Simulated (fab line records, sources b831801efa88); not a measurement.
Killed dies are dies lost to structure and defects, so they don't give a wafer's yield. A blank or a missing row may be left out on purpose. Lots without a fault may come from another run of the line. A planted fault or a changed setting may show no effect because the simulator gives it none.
Split-lot experiment | flow sfq_line | 5 lots, 23 wafers read, on a route of 325 steps

THE SPLIT
At SFQ_TRILAYER_M6_DEP_SPUTTER_157 (material Nb, target thk 200 nm, time 133.3 s), the setting power_w was moved away from the recipe's 2000 W on 7 of the 23 wafers read, by +6.9% to +9.6%. The other wafers ran this setting at the recipe's value.

The file shows no step between the split and the reading.

THE READING
M6_NB_RS, in ohm/sq, at SFQ_M6_RS_MEAS_938 (measures by four-point-probe). Fault-free wafers of this fab line usually give 0.891 ohm/sq, standard deviation 0.011 ohm/sq.

wafer  | tool, chamber at the split | power_w as run, W | against the recipe | M6_NB_RS, ohm/sq | against lot-mates on the recipe
L075.1 | pvd_sputter-04, -          | 2000              | recipe             | 0.883            | -
L075.2 | pvd_sputter-04, -          | 2000              | recipe             | 0.895            | -
L075.3 | pvd_sputter-04, -          | 2000              | recipe             | 0.890            | -
L075.4 | pvd_sputter-04, -          | 2000              | recipe             | 0.893            | -
L075.5 | pvd_sputter-04, -          | 2000              | recipe             | 0.890            | -
L076.1 | pvd_sputter-04, -          | 2192              | +9.6%              | 0.816            | -0.072
L076.2 | pvd_sputter-04, -          | 2192              | +9.6%              | 0.812            | -0.076
L076.4 | pvd_sputter-04, -          | 2000              | recipe             | 0.888            | -
L076.5 | pvd_sputter-04, -          | 2000              | recipe             | 0.888            | -
L076.6 | pvd_sputter-04, -          | 2000              | recipe             | 0.887            | -
L077.1 | pvd_sputter-05, -          | 2166              | +8.3%              | 0.821            | -0.058
L077.2 | pvd_sputter-05, -          | 2000              | recipe             | 0.883            | -
L077.3 | pvd_sputter-05, -          | 2000              | recipe             | 0.874            | -
L077.4 | pvd_sputter-05, -          | 2166              | +8.3%              | 0.820            | -0.059
L077.5 | pvd_sputter-05, -          | 2166              | +8.3%              | 0.822            | -0.057
L082.2 | pvd_sputter-04, -          | 2138              | +6.9%              | 0.834            | -0.059
L082.3 | pvd_sputter-04, -          | 2138              | +6.9%              | 0.829            | -0.064
L082.4 | pvd_sputter-04, -          | 2000              | recipe             | 0.899            | -
L082.5 | pvd_sputter-04, -          | 2000              | recipe             | 0.889            | -
L082.6 | pvd_sputter-04, -          | 2000              | recipe             | 0.891            | -
L083.2 | pvd_sputter-04, -          | 2000              | recipe             | 0.922            | -
L083.3 | pvd_sputter-04, -          | 2000              | recipe             | 0.902            | -
L083.6 | pvd_sputter-04, -          | 2000              | recipe             | 0.911            | -

THE FIT
A straight line over all 23 wafers: M6_NB_RS changes by -0.00852 ohm/sq for each +1% of power_w; r = -0.96; the points scatter about the line by 0.0098 ohm/sq.
The same after taking each lot's own level away (the mean of its wafers on the recipe; 23 wafers): -0.00758 ohm/sq for each +1%; r = -0.98; scatter 0.0056 ohm/sq.
On that fit, the largest move of power_w shifts the reading by 0.073 ohm/sq.
The lots' own levels span 0.8785 to 0.9117 ohm/sq, that is 3.0 times the standard deviation above.
So the lot-to-lot level changes the slope: the two fits differ.
Check: with one of the wafers moved furthest among these (+9.6%) left out of the fit, the line predicts -0.0732 ohm/sq for it against its lot-mates. It came out at -0.0717 ohm/sq against them.

OTHER SPLITS ON THESE WAFERS
These wafers also went through other splits before the reading. Each is held against what the fit with the lots' levels taken away leaves over:
other split on the same wafers               | wafers away from the commonest value | r with M6_NB_RS (lot level and that fit taken away)
SFQ_TRILAYER_JJ_CE_BARC_OPEN_RIE_150 bias_w  | 7                                    | +0.25
SFQ_TRILAYER_M5_LITHO_COAT_128 resist_thk_nm | 9                                    | +0.27
SFQ_TRILAYER_R5_LITHO_COAT_136 resist_thk_nm | 9                                    | -0.27
SFQ_TRILAYER_I5_LITHO_COAT_144 spin_rpm      | 9                                    | +0.22
SFQ_TRILAYER_I5_ETCH_VIA_ETCH_147 source_w   | 6                                    | +0.20
SFQ_TRILAYER_C5_LITHO_COAT_156 resist_thk_nm | 10                                   | -0.11

THE WHOLE CHAIN: every reading that the file lists as answering this split, in the file's order
step                            | what it does                                 | reading                                                                                   | change (the file's fit)              | r (the file's)
SFQ_TRILAYER_M6_DEP_SPUTTER_157 | material Nb, target thk 200 nm, time 133.3 s | Nb_of_TRILAYER_M6_DEP_SPUTTER_157.thk_nm (the simulator's own value, which no gauge read) | +1.87 nm for each +1% of the setting | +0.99
SFQ_M6_RS_MEAS_938              | measures by four-point-probe                 | M6_NB_RS                                                                                  | -0.00771 for each +1% of the setting | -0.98

THE FILE'S OWN FIT
M6_NB_RS changes by -0.00771 ohm/sq for each +1% of power_w, r = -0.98.
